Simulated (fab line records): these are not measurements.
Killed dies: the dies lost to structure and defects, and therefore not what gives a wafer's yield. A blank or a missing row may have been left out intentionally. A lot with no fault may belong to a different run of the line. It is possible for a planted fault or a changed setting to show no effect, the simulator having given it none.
Split-lot experiment | flow sky130 | 5 lots, 23 wafers read, on a route of 708 steps

## SPLIT DETAILS
At SKY_VT_ADJUST_HVTR_COAT_02 (resist thk 1140 nm), the setting spin_rpm was moved away from the recipe's 3000 rpm on 8 of the 23 wafers read, by -2.6% to +3.3%. All remaining wafers had this setting at the recipe value.

The reading comes from the split's own step.

## THE READING
NOVOLAK_of_VT_ADJUST_HVTR_COAT_02.thk_nm (the simulator's own value, which no gauge read), in nm, at SKY_VT_ADJUST_HVTR_COAT_02 (resist thk 1140 nm). No usual value for it is given in the file. Average 1137 nm, standard deviation 2.8 nm, over the 15 wafers here run with the recipe.

wafer  | tool, chamber at the split | spin_rpm as run, rpm | against the recipe | NOVOLAK_of_VT_ADJUST_HVTR_COAT_02.thk_nm, nm | against lot-mates on the recipe
L076.2 | litho_track-04, 0          | 3000                 | recipe             | 1140                                         | -
L076.3 | litho_track-04, 0          | 3063                 | +2.1%              | 1128                                         | -11
L076.4 | litho_track-04, 0          | 3000                 | recipe             | 1137                                         | -
L076.5 | litho_track-04, 0          | 3063                 | +2.1%              | 1129                                         | -10
L076.6 | litho_track-04, 0          | 3000                 | recipe             | 1141                                         | -
L079.1 | litho_track-02, 0          | 3100                 | +3.3%              | 1120                                         | -18
L079.2 | litho_track-02, 0          | 3100                 | +3.3%              | 1120                                         | -18
L079.3 | litho_track-02, 0          | 3000                 | recipe             | 1138                                         | -
L079.4 | litho_track-02, 0          | 3100                 | +3.3%              | 1118                                         | -20
L079.5 | litho_track-02, 0          | 3000                 | recipe             | 1137                                         | -
L080.1 | litho_track-03, 0          | 2922                 | -2.6%              | 1159                                         | +19
L080.3 | litho_track-03, 0          | 3000                 | recipe             | 1139                                         | -
L080.4 | litho_track-03, 0          | 2922                 | -2.6%              | 1156                                         | +16
L080.5 | litho_track-03, 0          | 2922                 | -2.6%              | 1155                                         | +15
L080.6 | litho_track-03, 0          | 3000                 | recipe             | 1141                                         | -
L081.1 | litho_track-03, 0          | 3000                 | recipe             | 1133                                         | -
L081.2 | litho_track-03, 0          | 3000                 | recipe             | 1131                                         | -
L081.6 | litho_track-03, 0          | 3000                 | recipe             | 1135                                         | -
L085.1 | litho_track-04, 0          | 3000                 | recipe             | 1137                                         | -
L085.2 | litho_track-04, 0          | 3000                 | recipe             | 1139                                         | -
L085.4 | litho_track-04, 0          | 3000                 | recipe             | 1139                                         | -
L085.5 | litho_track-04, 0          | 3000                 | recipe             | 1135                                         | -
L085.6 | litho_track-04, 0          | 3000                 | recipe             | 1136                                         | -

FIT RESULTS
A straight line over all 23 wafers: NOVOLAK_of_VT_ADJUST_HVTR_COAT_02.thk_nm changes by -5.99 nm for each +1% of spin_rpm; r = -0.96; the points scatter about the line by 3 nm.
The same after taking each lot's own level away (the mean of its wafers on the recipe; 23 wafers): -5.77 nm for each +1%; r = -0.99; scatter 1.6 nm.
The reading moves by 19 nm for the largest change in spin_rpm, on that fit.
The lots' own levels span 1133.0 to 1140.0 nm, that is 2.5 times the standard deviation above.
Hence the lot-to-lot level has little effect on the slope; both slopes agree.
Check: for one of the wafers moved furthest among these (+3.3%), held out of the fit, the line's prediction against its lot-mates is -19.1 nm. It came out at -17.5 nm against them.

## ADDITIONAL SPLITS CARRIED BY THESE WAFERS
Note: prior to the reading, these wafers also went through further splits. Each is held against what the fit with the lots' levels taken away leaves over:
other split on the same wafers            | wafers away from the commonest value | r with NOVOLAK_of_VT_ADJUST_HVTR_COAT_02.thk_nm (lot level and that fit taken away)
SKY_FIELD_ISO_EXPOSE_10 dose_mj           | 7                                    | +0.22
SKY_FIELD_ISO_ETCH_17 time_s              | 9                                    | -0.01
SKY_DNWELL_EXPOSE_04 dose_mj              | 9                                    | -0.06
SKY_PWDE_SOFTBAKE_03 temp_c               | 9                                    | +0.01
SKY_NWELL_IMPLANT_24 energy_kev           | 8                                    | -0.16
SKY_VT_ADJUST_HVTP_COAT_02 spin_rpm       | 8                                    | +0.34
SKY_VT_ADJUST_HVTP_EXPOSE_04 dose_mj      | 5                                    | -0.03
SKY_VT_ADJUST_LVTN_IMPLANT_08 energy_kev  | 6                                    | +0.11
SKY_VT_ADJUST_NCORE_DEVELOP_06 dev_temp_c | 8                                    | +0.29

## THE FILE'S OWN FIT
NOVOLAK_of_VT_ADJUST_HVTR_COAT_02.thk_nm changes by -5.73 nm for each +1% of spin_rpm, r = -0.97.
